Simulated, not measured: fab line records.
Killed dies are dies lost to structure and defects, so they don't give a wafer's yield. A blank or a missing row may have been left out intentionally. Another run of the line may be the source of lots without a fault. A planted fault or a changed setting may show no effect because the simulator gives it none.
8D (eight disciplines) problem report, filled in by code | flow sfq_line | the parts of the form that need people (team, actions taken, sign-off) are left out

## 1. WHAT IS WRONG
M7_NB_RS at SFQ_M7_RS_MEAS_943 reads a mean of 0.621 ohm/sq on 1 wafer of 1 lot; wafers without a fault read 0.887 ohm/sq with a standard deviation of 0.0072. That is -37 standard deviations from the usual mean.
The step: measures by four-point-probe.
First observed at day 71 06:55: wafer L108.3, on film_metro-04. The record holds 38 wafers of 13 lots with a number at this step. Rule for "out" (also "out of limits"): further than 4 standard deviations from the usual mean. The other wafers with a number count as sound.

## 2. WHAT IT IS AND WHAT IT IS NOT
question                    | is                | is not
which readings at this step | M7_NB_RS          | -
which lots                  | L108              | L100, L101, L102, L106, L112, L113, L114, L119, L120, L121, L122, L123
which wafers of those lots  | L108.3            | L108.2, L108.4
read on which gauges        | film_metro-04     | film_metro-01, film_metro-03
when                        | from day 71 06:55 | up to then (13 sound wafers); but 24 sound wafers of L112, L113, L114, L119, L120, L121, L122, L123 came after

## 3. THE SUSPECTS, EACH WITH WHAT RULES IT OUT
Counting: if a tool at a process step up to the reading ran every lot that is out, it stays a suspect. Sound lots after the first of them don't rule it out here, since some wafers of a struck lot are sound.
- ruled out: the gauge at SFQ_M7_RS_MEAS_943. All the wafers that are out were read on film_metro-04, but those of them that SFQ_TRILAYER_M7_ETCH_METAL_ETCH_180 has rows for are out there too, on other tools.
- pvd_sputter-04 at SFQ_TRILAYER_M7_DEP_SPUTTER_175 (material Nb, target thk 200 nm, time 133.3 s): kept. It processed L108, the lot that is out, at day 71 06:48, and its most recent sound lot before then was L106 at day 70 17:58.
Left after counting: pvd_sputter-04 at SFQ_TRILAYER_M7_DEP_SPUTTER_175.

## 4. THE CAUSE (what the simulator had put in)
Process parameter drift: pvd_sputter-04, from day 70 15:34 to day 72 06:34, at SFQ_TRILAYER_M7_DEP_SPUTTER_175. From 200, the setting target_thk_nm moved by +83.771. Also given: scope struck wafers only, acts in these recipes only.
Only this tool survived the counting.

## 5. THE EFFECT CHAIN, in route order
Each row: a reading where the mean over the struck wafers with a number is more than 3 standard deviations away from the usual. Only readings for which the record gives a usual standard deviation are gone through. hours: the time from each lot's start at the first step in this table that gives one to its start at this step, as a median over the lots. sigmas: the change in usual standard deviations.
hours | step                                | reading        | usual        | on struck wafers | change | sigmas
0     | SFQ_M7_RS_MEAS_943                  | M7_NB_RS       | 0.887 ohm/sq | 0.621            | -0.266 | -37
31    | SFQ_TRILAYER_M7_ETCH_METAL_ETCH_180 | oes_product_au | 0.896 a.u.   | 0.989            | +0.093 | +15
The process steps in it:
- SFQ_TRILAYER_M7_ETCH_METAL_ETCH_180: etches Nb in Cl2/Ar, stops on SiO2, target depth 240 nm, time 120 s.

## 6. HOW IT WOULD HAVE BEEN CAUGHT EARLIER
15 hours passed between the start of the fault at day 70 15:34 and the first reading out of limits at a measuring or inspecting step in this record, taken at day 71 06:55.
No tool reading at SFQ_TRILAYER_M7_DEP_SPUTTER_175 that has a usual standard deviation in the record was out on any struck wafer, so an alarm limit of 4 standard deviations on those readings would not have fired.
All the lots that are out (1) had begun SFQ_TRILAYER_M7_DEP_SPUTTER_175 on pvd_sputter-04 by day 71 06:55. None of them would have been spared by holding the tool at that moment.
